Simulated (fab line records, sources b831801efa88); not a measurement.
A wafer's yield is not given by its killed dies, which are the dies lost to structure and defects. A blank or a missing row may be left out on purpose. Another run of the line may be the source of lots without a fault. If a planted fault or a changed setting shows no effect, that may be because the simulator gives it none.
Chamber matching | flow sky130 | SKY_VIA3_ETCH_14 on rie_diel-02: 4 sister chambers
The step etches BARC in N2/H2, stops on SiO2, time 45.9 s, target depth 60 nm. 8 wafers are shown with their chamber, then 12 later ones without.

EACH WAFER AND ITS CHAMBER
wafer  | chamber | drypump_motor_current_A (A) | throttle_valve_pct (%)
L076.2 | 1       | 5.7                         | 13.235
L078.3 | 1       | 5.7                         | 13.225
L087.4 | 3       | 5.5                         | 13.231
L087.5 | 0       | 5.4                         | 13.218
L088.1 | 0       | 5.4                         | 13.227
L089.2 | 2       | 5.2                         | 13.204
L089.5 | 3       | 5.5                         | 13.207
L089.6 | 2       | 5.3                         | 13.236

WAFERS MISSING THEIR CHAMBER
wafer  | drypump_motor_current_A (A) | throttle_valve_pct (%)
L091.1 | 5.5                         | 13.223
L091.3 | 5.3                         | 13.245
L091.5 | 5.4                         | 13.223
L093.1 | 5.3                         | 13.225
L093.2 | 5.5                         | 13.221
L093.3 | 5.6                         | 13.229
L093.4 | 5.6                         | 13.217
L093.5 | 5.2                         | 13.220
L093.6 | 5.7                         | 13.225
L095.3 | 5.4                         | 13.227
L095.4 | 5.3                         | 13.214
L095.5 | 5.3                         | 13.222

WHICH CHAMBER EACH WENT THROUGH
wafer  | from the rows above     | in truth
L091.1 | 3                       | 3
L091.3 | can't be placed: 2 or 0 | 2
L091.5 | 0                       | 0
L093.1 | can't be placed: 2 or 0 | 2
L093.2 | 3                       | 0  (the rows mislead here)
L093.3 | can't be placed: 1 or 3 | 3
L093.4 | can't be placed: 3 or 1 | 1
L093.5 | 2                       | 2
L093.6 | 1                       | 1
L095.3 | 0                       | 0
L095.4 | can't be placed: 2 or 0 | 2
L095.5 | can't be placed: 2 or 0 | 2
Correctly placed: 5 of 12. Cannot be placed on the basis of these rows: 6; the candidates contain the true chamber in 6. Placed wrongly: 1.
How it was worked out, from the rows above alone: a wafer's distance from a chamber is the root of the sum, over the readings, of the square of ((its reading less the chamber's mean) divided by the reading's scatter). If the next closest chamber is less than 2 further off than the closest, the wafer can't be placed; otherwise it belongs to the closest. Each chamber's mean is taken over the wafers shown for it. How the scatter is found: for the shown wafers, subtract from each reading the mean of its chamber, square and add these, divide the total by (wafers less chambers), then take the root.
